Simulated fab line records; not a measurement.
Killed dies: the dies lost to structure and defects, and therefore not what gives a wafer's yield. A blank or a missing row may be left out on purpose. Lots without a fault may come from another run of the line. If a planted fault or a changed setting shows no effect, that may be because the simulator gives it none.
Which of the tools did it?    flow gf180mcu    6 lots (18 wafers sampled), 1 step of a 602-step route

WHAT THE GAUGES SHOWED, per wafer
GF_HV_LDD_OVL_MEAS_20.
lot   measured      on          HV_LDD_01_OVL (nm)
L808  day 11 01:44  overlay-02  -1.9 -0.5 -1.3
L811  day 12 05:55  overlay-01  0.7 -0.8 -2.2
L815  day 13 06:01  overlay-02  -2.1 -2.5 -3.2
L825  day 16 08:56  overlay-02  -0.6 0.9 0.1
L827  day 17 08:19  overlay-02  -0.1 -1.2 -1.1
L829  day 17 16:14  overlay-02  -2.5 0.2 -0.2

WHAT TOOL EACH LOT RAN ON (gives the tool, then ch and the chambers of the sampled wafers, and finally the start)
There is no process step in the record ahead of these readings.

THE ANSWER, worked out from the rows above alone
Rule: usual is defined by the lots themselves. The widest of any qualifying gaps counts: lots, ordered by their means at a reading, are off when they make up no more than a third of the lots, leave a main group of 4 or more, and stand apart from it by 3 or more times the standard deviation of that group's means. A main group whose means are all the same, to the digits that the tables above print for the reading, isn't used. Also off: a lot with no number at a reading for which 4 or more lots have one. Where the step has rows for the other lots, those lots are counted as sound.
Off: L815, seen at GF_HV_LDD_OVL_MEAS_20 (HV_LDD_01_OVL). The main group: mean -0.7 nm, standard deviation 0.45.
If a tool, at a process step before that reading, ran all the lots that are off and no sound lot after the first of them, it fits. Those tools and the gauges at GF_HV_LDD_OVL_MEAS_20 are tried in the same way. Not one of the candidates tried fits.

WHAT THE SIMULATOR HAD INSERTED
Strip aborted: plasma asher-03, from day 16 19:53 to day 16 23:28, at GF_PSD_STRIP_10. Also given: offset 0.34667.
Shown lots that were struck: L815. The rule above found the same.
